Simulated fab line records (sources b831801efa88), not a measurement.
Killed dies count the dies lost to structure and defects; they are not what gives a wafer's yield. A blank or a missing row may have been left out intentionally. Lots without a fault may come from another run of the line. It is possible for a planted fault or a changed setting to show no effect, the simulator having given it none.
Which tool did it?	flow gf180mcu	18 wafers from 6 lots sampled at 2 of the route's 602 steps

## WHAT THE GAUGES READ, wafer by wafer
GF_LVPWELL_TW_MEAS_11.
lot	measured	on	LVPWELL_TW
L384	day 4 14:01	film-metro-03	562.4 563.4 568.8
L386	day 4 21:07	film-metro-02	559.4 560.6 562.8
L388	day 5 06:34	film-metro-02	558.0 559.2 559.5
L390	day 5 19:08	film-metro-03	565.0 563.0 562.5
L397	day 7 12:42	film-metro-03	566.8 566.5 567.0
L403	day 8 17:34	film-metro-02	560.6 559.2 563.6

## WHICH TOOL RAN EACH LOT (tool, then ch and the chambers of the sampled wafers, then the start)
lot	GF_LVPWELL_IMPLANT_09
L384	implanter-03 ch 0, day 4 13:47
L386	implanter-03 ch 0, day 4 20:52
L388	implanter-04 ch 0, day 5 06:19
L390	implanter-04 ch 0, day 5 18:55
L397	implanter-03 ch 0, day 7 12:26
L403	implanter-02 ch 0, day 8 17:18
- GF_LVPWELL_IMPLANT_09

## THE ANSWER, worked out from the rows above alone
Rule: the usual values come from the lots themselves. Put in order of their means at a reading, lots are off if they are a third of the lots or fewer, leave a main group of 4 or more, and stand apart from it by a gap of 3 or more times the standard deviation of the main group's means; of several such gaps the widest counts. Not used: any main group whose means are identical at the precision the tables above print for the reading. Also off: a lot with no number at a reading for which 4 or more lots have one. Any other lot the step has rows for is counted as sound.
No lot is off on any of the readings shown, so nothing can be concluded from this.

## WHAT THE SIMULATOR HAD INSERTED
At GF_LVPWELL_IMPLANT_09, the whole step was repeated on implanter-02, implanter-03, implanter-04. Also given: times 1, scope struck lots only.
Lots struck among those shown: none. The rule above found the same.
